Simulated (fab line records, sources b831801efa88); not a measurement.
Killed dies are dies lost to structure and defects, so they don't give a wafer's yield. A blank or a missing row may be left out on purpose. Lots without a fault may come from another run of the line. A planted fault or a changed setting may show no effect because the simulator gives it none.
fab line records | flow sky130
record lots=14 wafers=41 last_day=50
route steps=708 shown NWELL@64 VT_ADJUST_HVTP@93 METAL1@451 VIA4@657
lots that met no fault: from a run of the same line without faults
start_h: hours from the record's first day to the start of the lot's first wafer shown | wait_h: hours since the lot's step before | " the same as in the row above | L1.1+2: a row that stands for several wafers | - no value, or no start given | * or withheld: withheld | < > ~ a bound
route shown NAME@n: a module of which the file shows steps, and the number in the route of the first | usual: mean/standard deviation of fault-free wafers | same: alike in all rows | chamber/n: place in a boat | sites: the reading at each site | _std_site: their standard deviation | _edge_site: outer sites' mean less inner sites' | radius_mm: how far each site lies from the wafer's centre | mask NAME#n: copy n | behind: the tool/chamber that last shaped the wafer | hold: why the lot was held/for how many hours/how that ended | device: the transistor (n, p or np) that didn't switch | end of line: the same wafers' tests at the end of the route | a step without rows: its recipe alone | killed: dies lost to structure and defects at the first sort, not the wafer's yield | map: a wafer's dies, x killed, . not, _ none there
set.NAME: the setting as run; set.NAME@STEP: as run at that earlier step | model.NAME: the simulator's own value behind a step, which no gauge read
steps of the route over a sample of lots; a table a step, a row a wafer
services: from which hour (start_h, from the record's first day; less than 0 if before it) a tool's chamber was out of use, for how many hours, and why
## steps
# step SKY_NWELL_IMPLANT_11
# recipe species=P energy_kev=400 dose_cm2=1.9e+13 tilt_deg=withheld
# usual beam_on_s=9.99/0.2 faraday_current_uA=107.2/2.1
# columns lot.wafer tool chamber start_h wait_h beam_on_s faraday_current_uA
L354.1 implanter-03 0 88.56 0.0 10.20 105.0
L354.2 " 0 " " 9.95 107.6
L354.5 " 0 " " 9.92 107.7
L355.2 implanter-03 0 92.75 0.0 10.04 106.6
L355.3 " 0 " " 10.07 106.6
L355.5 " 0 " " 9.98 107.6
L356.3 implanter-03 0 96.66 0.1 9.73 109.5
L356.5 " 0 " " 9.90 108.3
L356.6 " 0 " " 10.24 104.3
L357.3 implanter-02 0 101.84 0.1 9.78 109.1
L357.4 " 0 " " 9.52 111.6
L357.5 " 0 " " 10.02 107.2
L358.1 implanter-03 0 110.16 0.0 9.90 107.8
L358.2 " 0 " " 9.67 110.3
L358.5 " 0 " " 9.84 109.2
L359.2 implanter-03 0 112.78 0.0 10.09 106.0
L359.5 " 0 " " 10.19 104.6
L359.6 " 0 " " 9.63 110.9
L360.1 implanter-04 0 119.67 0.0 10.04 106.6
L360.2 " 0 " " 9.96 106.9
L360.3 " 0 " " 9.74 109.6
L361.1 implanter-03 0 125.41 0.0 9.79 108.7
L361.5 " 0 " " 10.48 102.7
L361.6 " 0 " " 8.04 133.3
L363.4 implanter-03 0 137.23 0.1 9.82 108.9
L363.6 " 0 " " 8.02 133.8
L371.2 implanter-04 0 188.32 0.0 9.92 108.5
L371.4 " 0 " " 9.97 107.7
L371.5 " 0 " " 9.90 107.6
L373.1 implanter-04 0 196.47 0.0 10.18 105.6
L373.3 " 0 " " 9.98 107.2
L373.6 " 0 " " 9.87 108.6
L374.2 implanter-03 0 203.72 0.0 9.93 107.6
L374.4 " 0 " " 9.98 107.4
L374.6 " 0 " " 9.83 108.6
L375.1 implanter-02 0 217.89 0.0 9.82 108.9
L375.3 " 0 " " 10.17 105.7
L375.6 " 0 " " 9.92 108.2
L376.1 implanter-03 0 224.39 0.0 9.88 109.1
L376.2 " 0 " " 9.90 108.1
L376.4 " 0 " " 10.22 104.7
# step SKY_NWELL_TW_MEAS_15
# usual NWELL_TW=1825/12
# columns lot.wafer tool chamber start_h wait_h NWELL_TW
L354.1 film_metro-03 - 89.11 0.1 1814
L354.2 " - " " 1814
L354.5 " - " " 1803
L355.2 film_metro-03 - 93.28 0.1 1816
L355.3 " - " " 1817
L355.5 " - " " 1812
L356.3 film_metro-02 - 97.18 0.1 1810
L356.5 " - " " 1819
L356.6 " - " " 1809
L357.3 film_metro-01 - 102.36 0.1 1839
L357.4 " - " " 1831
L357.5 " - " " 1833
L358.1 film_metro-01 - 110.71 0.1 1830
L358.2 " - " " 1817
L358.5 " - " " 1831
L359.2 film_metro-02 - 113.32 0.1 1816
L359.5 " - " " 1818
L359.6 " - " " 1814
L360.1 film_metro-03 - 120.22 0.1 1823
L360.2 " - " " 1821
L360.3 " - " " 1812
L361.1 film_metro-01 - 125.96 0.1 1830
L361.5 " - " " 1839
L361.6 " - " " 1713
L363.4 film_metro-01 - 137.74 0.1 1836
L363.6 " - " " 1725
L371.2 film_metro-03 - 188.85 0.1 1824
L371.4 " - " " 1838
L371.5 " - " " 1817
L373.1 film_metro-01 - 197.02 0.1 1841
L373.3 " - " " 1834
L373.6 " - " " 1840
L374.2 film_metro-02 - 204.25 0.1 1831
L374.4 " - " " 1826
L374.6 " - " " 1829
L375.1 film_metro-01 - 218.44 0.1 1835
L375.3 " - " " 1842
L375.6 " - " " 1831
L376.1 film_metro-01 - 224.94 0.1 1842
L376.2 " - " " 1840
L376.4 " - " " 1836
# step SKY_NWELL_RS_MEAS_29
# recipe thk_meas_gauge=four-point-probe
# usual NWELL_RS=624.0/1.7
# columns lot.wafer tool chamber start_h wait_h NWELL_RS[ohm/sq]
L354.1 film_metro-01 - 106.02 0.1 626.0
L354.2 " - " " 623.7
L354.5 " - " " 625.0
L355.2 film_metro-02 - 110.90 0.1 625.7
L355.3 " - " " 625.6
L355.5 " - " " 624.3
L356.3 film_metro-01 - 115.14 0.1 621.3
L356.5 " - " " 622.7
L356.6 " - " " 622.0
L357.3 film_metro-03 - 120.52 0.1 623.9
L357.4 " - " " 623.8
L357.5 " - " " 624.0
L358.1 film_metro-01 - 129.09 0.1 623.4
L358.2 " - " " 624.9
L358.5 " - " " 623.5
L359.2 film_metro-01 - 132.39 0.1 622.0
L359.5 " - " " 622.7
L359.6 " - " " 623.1
L360.1 film_metro-01 - 139.52 0.1 622.8
L360.2 " - " " 624.5
L360.3 " - " " 623.3
L361.1 film_metro-02 - 145.78 0.1 624.5
L361.5 " - " " 625.8
L361.6 " - " " 703.5
L363.4 film_metro-02 - 157.24 0.1 627.1
L363.6 " - " " 702.8
L371.2 film_metro-03 - 211.07 0.1 625.2
L371.4 " - " " 624.7
L371.5 " - " " 626.1
L373.1 film_metro-03 - 218.72 0.1 622.5
L373.3 " - " " 625.8
L373.6 " - " " 623.0
L374.2 film_metro-01 - 226.72 0.1 623.2
L374.4 " - " " 622.5
L374.6 " - " " 621.5
L375.1 film_metro-01 - 241.28 0.1 619.5
L375.3 " - " " 620.8
L375.6 " - " " 620.9
L376.1 film_metro-03 - 248.65 0.1 624.3
L376.2 " - " " 622.3
L376.4 " - " " 624.0
# step SKY_VT_ADJUST_HVTP_OVL_MEAS_08
# usual VT_ADJUST_HVTP_OVL=-0.8/1.5
# columns lot.wafer tool chamber start_h wait_h VT_ADJUST_HVTP_OVL[nm]
L354.1 overlay-01 - 125.16 0.1 0.3
L354.2 " - " " -0.4
L354.5 " - " " -1.9
L355.2 overlay-02 - 129.64 0.1 -2.1
L355.3 " - " " -3.2
L355.5 " - " " -3.0
L356.3 overlay-01 - 134.24 0.1 0.7
L356.5 " - " " -1.3
L356.6 " - " " 0.4
L357.3 overlay-01 - 139.82 0.1 -0.2
L357.4 " - " " -0.2
L357.5 " - " " 0.2
L358.1 overlay-02 - 148.38 0.1 -0.2
L358.2 " - " " -0.3
L358.5 " - " " -0.4
L359.2 overlay-01 - 151.38 0.1 -2.4
L359.5 " - " " -2.7
L359.6 " - " " -1.9
L360.1 overlay-01 - 158.50 0.1 -1.4
L360.2 " - " " -0.1
L360.3 " - " " 1.6
L361.1 overlay-02 - 164.75 0.1 1.1
L361.5 " - " " -0.8
L361.6 " - " " 1.7
L363.4 overlay-02 - 177.25 0.1 -1.3
L363.6 " - " " 0.1
L371.2 overlay-01 - 233.78 0.1 -0.3
L371.4 " - " " -2.2
L371.5 " - " " -1.3
L373.1 overlay-01 - 242.15 0.1 -1.1
L373.3 " - " " -0.5
L373.6 " - " " 0.0
L374.2 overlay-01 - 250.16 0.1 -2.9
L374.4 " - " " -2.8
L374.6 " - " " -2.7
L375.1 overlay-02 - 265.45 0.1 -2.7
L375.3 " - " " -2.5
L375.6 " - " " -1.9
L376.1 overlay-02 - 272.65 0.1 -0.1
L376.2 " - " " 0.0
L376.4 " - " " 1.2
# step SKY_METAL1_DESCUM_17
# recipe chemistry=O2 source_power_w=150 bias_power_w=0 pressure_mtorr=10 temp_c=40 time_s=8
# usual chamber_pressure_mTorr=10.001/0.009 drypump_motor_current_A=5.61/0.19 oes_product_au=1.003/0.0087 temp_c=40.01/0.13
# columns lot.wafer tool chamber start_h wait_h chamber_pressure_mTorr drypump_motor_current_A oes_product_au rf_hours_counter_h temp_c
L354.1 rie_metal-01 1 762.62 0.0 9.990 5.67 1.001 8 40.07
L354.2 " 0 " " 10.006 5.64 0.998 7 40.21
L354.5 " 1 " " 9.991 5.65 1.002 - 40.09
L355.2 rie_metal-04 1 772.11 0.0 9.985 5.25 0.988 2 39.86
L355.3 " 0 " " 9.997 5.89 0.992 - 39.87
L355.5 " 1 " " 10.004 5.22 0.988 - 39.88
L356.3 rie_metal-03 0 775.08 0.0 9.995 5.65 1.006 - 39.74
L356.5 " 0 " " 9.990 5.63 0.999 - 40.01
L356.6 " 1 " " 9.989 5.62 1.003 - 39.96
L357.3 rie_metal-01 0 788.29 0.0 10.005 5.64 0.986 - 40.21
L357.4 " 1 " " 10.007 5.66 1.007 - 40.14
L357.5 " 0 " " 9.994 5.63 1.005 - 40.04
L358.1 rie_metal-04 0 800.84 0.0 10.012 5.86 1.008 5 40.18
L358.2 " 1 " " 10.002 5.24 0.997 3 40.20
L358.5 " 0 " " 9.999 5.86 1.017 - 40.07
L359.2 rie_metal-03 1 801.27 0.0 10.006 5.61 1.007 14 39.98
L359.5 " 0 " " 9.998 5.62 1.001 - 40.04
L359.6 " 1 " " 10.001 5.62 1.001 - 39.93
L360.1 rie_metal-01 0 809.06 0.0 9.991 5.63 1.002 8 40.07
L360.2 " 1 " " 10.002 5.65 1.000 9 40.26
L360.3 " 0 " " 9.996 5.64 1.003 - 39.87
L361.1 rie_metal-01 1 819.01 0.0 10.003 5.66 1.002 9 40.05
L361.5 " 1 " " 10.015 5.67 0.992 - 40.06
L361.6 " 0 " " 10.018 5.65 1.018 - 40.16
L363.4 rie_metal-04 0 830.78 0.0 9.997 5.87 1.008 - 39.99
L363.6 " 1 " " 10.011 5.25 0.988 - 39.80
L371.2 rie_metal-01 0 897.07 0.0 9.986 5.63 1.011 12 39.90
L371.4 " 1 " " 10.014 5.69 1.008 - 40.02
L371.5 " 1 " " 9.984 5.66 1.012 - 40.06
L373.1 rie_metal-04 1 908.86 0.0 10.017 5.22 0.981 8 39.82
L373.3 " 1 " " 9.992 5.23 0.980 - 40.11
L373.6 " 0 " " 10.011 5.86 1.010 - 40.25
L374.2 rie_metal-03 0 917.63 0.0 10.005 5.64 1.005 0 40.05
L374.4 " 0 " " 9.979 5.63 1.010 - 40.21
L374.6 " 1 " " 10.004 5.62 1.004 - 39.92
L375.1 rie_metal-03 1 940.12 0.0 9.997 5.61 1.005 2 39.90
L375.3 " 1 " " 9.996 5.61 1.005 - 39.83
L375.6 " 1 " " 9.989 5.62 1.011 - 39.92
L376.1 rie_metal-04 0 941.71 0.0 10.011 5.86 1.015 11 40.18
L376.2 " 1 " " 9.999 5.26 0.997 9 40.00
L376.4 " 0 " " 10.007 5.83 1.008 - 40.03
# step SKY_VIA4_CVD_18
# recipe material=W target_thk_nm=505 time_s=152.14 temp_c=400 pressure_torr=40
# usual heater_power_w=886/85
# columns lot.wafer tool chamber start_h wait_h heater_power_w
L354.1 cvd_w-01 0 1004.38 0.0 819
L354.2 " 1 " " 796
L354.5 " 1 " " 800
L355.2 cvd_w-01 1 1013.38 0.0 801
L355.3 " 0 " " 797
L355.5 " 0 " " 799
L356.3 cvd_w-01 0 1016.16 0.1 815
L356.5 " 1 " " 792
L356.6 " 0 " " 795
L357.3 cvd_w-01 1 1024.59 0.1 787
L357.4 " 0 " " 799
L357.5 " 1 " " 817
L358.1 cvd_w-02 1 1036.78 0.0 874
L358.2 " 0 " " 1030
L358.5 " 1 " " 888
L359.2 cvd_w-02 0 1038.43 0.0 1011
L359.5 " 0 " " 1020
L359.6 " 1 " " 877
L360.1 cvd_w-02 1 1046.05 0.0 882
L360.2 " 0 " " 1009
L360.3 " 0 " " 998
L361.1 cvd_w-01 0 1050.08 0.0 811
L361.5 " 1 " " 790
L361.6 " 0 " " 783
L363.4 cvd_w-02 0 1062.90 0.1 1021
L363.6 " 0 " " 1011
L371.2 cvd_w-01 0 1113.59 0.0 820
L371.4 " 0 " " 818
L371.5 " 0 " " 799
L373.1 cvd_w-02 1 1125.42 0.0 915
L373.3 " 0 " " 1018
L373.6 " 1 " " 910
L374.2 cvd_w-02 1 1131.34 0.0 894
L374.4 " 1 " " 891
L374.6 " 1 " " 873
L375.1 cvd_w-01 0 1148.07 0.0 797
L375.3 " 1 " " 799
L375.6 " 1 " " 804
L376.1 cvd_w-02 0 1148.37 0.0 1024
L376.2 " 1 " " 895
L376.4 " 0 " " 993
## services
# columns tool chamber start_h hours kind
cvd_w-01 - 74.96 14.6 pm
cvd_w-01 - 221.03 10.8 repair
implanter-03 - 262.80 6.1 pm
implanter-03 - 270.13 1.3 repair
cvd_w-01 - 286.96 1.6 repair
implanter-03 - 312.48 1.0 repair
implanter-03 - 354.64 1.7 repair
implanter-03 - 364.46 1.1 repair
implanter-03 - 432.76 3.8 pm
cvd_w-01 - 472.88 2.8 pm
cvd_w-01 - 500.87 6.9 pm
cvd_w-01 - 663.98 0.8 repair
implanter-03 - 672.22 1.5 repair
cvd_w-01 - 689.15 1.4 repair
cvd_w-01 - 732.91 0.4 repair
implanter-03 - 844.42 0.9 repair
cvd_w-01 0 866.89 3.8 repair
cvd_w-01 - 904.00 14.0 pm
implanter-03 - 912.55 7.8 pm
implanter-03 - 921.79 6.3 pm
implanter-03 - 1009.03 2.0 repair
implanter-03 - 1017.41 4.0 repair
implanter-03 - 1108.17 1.8 repair
implanter-03 - 1119.15 1.9 repair
## key
first_sign step=SKY_NWELL_IMPLANT_11 reading=faraday_current_uA direction=up sigmas=12 usual=107.2 struck=133.5
effect step=SKY_NWELL_IMPLANT_11 reading=beam_on_s direction=down sigmas=9.7 usual=9.99 struck=8.03
effect step=SKY_NWELL_TW_MEAS_15 reading=NWELL_TW direction=down sigmas=8.8 usual=1825 struck=1719
effect step=SKY_NWELL_RS_MEAS_29 reading=NWELL_RS direction=up sigmas=47 usual=624.0 struck=703.2
met_at SKY_NWELL_IMPLANT_11
struck_lots L361,L363
struck_wafers L361.6,L363.6
sort_left_out L361.6,L363.6
tester_left_out L361,L363
not_acting_at SKY_VT_ADJUST_HVTP_OVL_MEAS_08,SKY_METAL1_DESCUM_17,SKY_VIA4_CVD_18
onset_between 112.78 125.41
fault kind=process_parameter_drift tool=implanter-03 chamber=- onset_h=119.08 steps=SKY_NWELL_IMPLANT_11 channel=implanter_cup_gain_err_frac offset=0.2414 shape=step end_h=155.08 scope=struck_wafers_only
# tester_left_out: of these lots the tester's yield and bins aren't shown, on N5 and GAA mostly nor the transistor test; their killed dies are dies lost to structure and defects alone, not to doping, threshold or leakage, so they don't give the yield
# sort_left_out: the simulated sort isn't trusted on such a fault, so these wafers' sort isn't shown, and their yield isn't known
